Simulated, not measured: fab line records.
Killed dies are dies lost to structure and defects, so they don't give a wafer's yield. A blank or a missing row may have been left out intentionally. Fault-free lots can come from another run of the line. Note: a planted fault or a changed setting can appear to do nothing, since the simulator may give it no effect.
Struck lot and sound lot, side by side | flow sky130 | 23 steps out of a route of 708
Sound: these wafers, L938.3, L938.4, L938.6. Wafers L947.1, L947.4, L947.5 were the ones struck. At the end, the cause is stated.
Each step with rows lists, per side, the tool, then ch with its chambers, then its first start. Under that, the readings that differ: sound wafers | struck wafers | difference of the means | sigmas: that difference in standard deviations of wafers without a fault.
alike: readings whose means differ by less than 2 such deviations, and words and numbers that are the same on both sides. not compared: withheld readings, readings that some wafer has no value for, bounds like >300 that may hide the same value, and numbers for which the record gives no deviation and whose values overlap.
Wherever a step has rows on one side only, a row that says differs or no value, or a row with sigmas, the two part there. Numbers that have no deviation but don't overlap get no sigmas and don't part them. A reading that every wafer of one side lacks parts them only if that side has two wafers or more.

first, 4 steps without rows for these wafers: SKY_PWDE_SOFTBAKE_03; SKY_PWDE_EXPOSE_04 (exposes mask PWDEM, target cd 840 nm); SKY_PWDE_PEB_05; SKY_PWDE_DEVELOP_06 (develop time 60 s).
SKY_PWDE_OVL_MEAS_07:
  struck on overlay-02, day 6 04:44; sound on overlay-02, day 4 00:06
  alike: PWDE_OVL
then, 1 step without rows for these wafers: SKY_PWDE_IMPLANT_08.
SKY_PWDE_STRIP_09: strips in O2/N2.
  sound on plasma-asher-03 ch 0,1, day 4 00:19; struck on plasma-asher-02 ch 1, day 6 04:55
  alike: chamber-pressure-mTorr, drypump-motor-current-A, oes-product-au, strip-time-to-endpoint-s
  not compared: rf-hours-counter-h
SKY_PWDE_TW_MEAS_10:
  struck on film-metro-04, day 6 05:01; sound on film-metro-04, day 4 00:23
  alike: PWDE_TW
then, 4 steps without rows for these wafers: SKY_NWELL_DEHYDRATE_03 (time 60 s); SKY_NWELL_HMDS_04 (prime time 61.59 s); SKY_NWELL_COAT_05 (resist thk 3000 nm); SKY_NWELL_SOFTBAKE_06.
SKY_NWELL_EXPOSE_07: exposes mask NWM, target cd 840 nm.
  sound on iline-stepper-02 ch 0, day 4 09:00; struck on iline-stepper-01 ch 0, day 6 13:48
  reading | sound             | struck                  | difference | sigmas
  mask    | NWM#0 NWM#0 NWM#0 | HVTPM#0 HVTPM#0 HVTPM#0 | differs    |
then, 2 steps without rows for these wafers: SKY_NWELL_PEB_08; SKY_NWELL_DEVELOP_09 (develop time 60 s).
SKY_NWELL_OVL_MEAS_10:
  struck on overlay-02, day 6 22:37; sound on overlay-01, day 4 17:20
  reading           | sound          | struck | difference                    | sigmas
  NWELL_00_OVL (nm) | -1.0 -1.6 -1.4 | - - -  | no value on the struck wafers |
then, 3 steps without rows for these wafers: SKY_NWELL_IMPLANT_11; SKY_NWELL_IMPLANT_12; SKY_NWELL_IMPLANT_13.
SKY_NWELL_STRIP_14: strips in O2/N2.
  sound on plasma-asher-02 ch 0,1, day 4 17:50; struck on plasma-asher-04 ch 1, day 6 23:07
  reading                     | sound          | struck         | difference | sigmas
  drypump-motor-current-A (A) | 5.99 6.02 5.99 | 5.27 5.29 5.30 | -0.71      | -3
  alike: chamber-pressure-mTorr, oes-product-au, strip-time-to-endpoint-s
  not compared: rf-hours-counter-h
SKY_NWELL_TW_MEAS_15:
  struck on film-metro-04, day 6 23:13; sound on film-metro-01, day 4 17:56
  reading  | sound          | struck   | difference | sigmas
  NWELL_TW | 1827 1817 1821 | 30 30 30 | -1792      | -99 or more
then, 1 step without rows for these wafers: SKY_NWELL_DEHYDRATE_16 (time 60 s).
-- the record jumps here: 41 days lie between the struck wafers' starts before and after (it left off in module NWELL and takes up again in module PAD_OPEN, whose first step shown is number 708 of the route) --
SKY_PAD_OPEN_PROBE_99:
  record: rows for the struck wafers here (prober-01, day 48 03:36), none for the sound ones

WHERE THEY PART
At SKY_NWELL_EXPOSE_07 first; at SKY_PAD_OPEN_PROBE_99 last (within this record only).

WHY: what the simulator had put in
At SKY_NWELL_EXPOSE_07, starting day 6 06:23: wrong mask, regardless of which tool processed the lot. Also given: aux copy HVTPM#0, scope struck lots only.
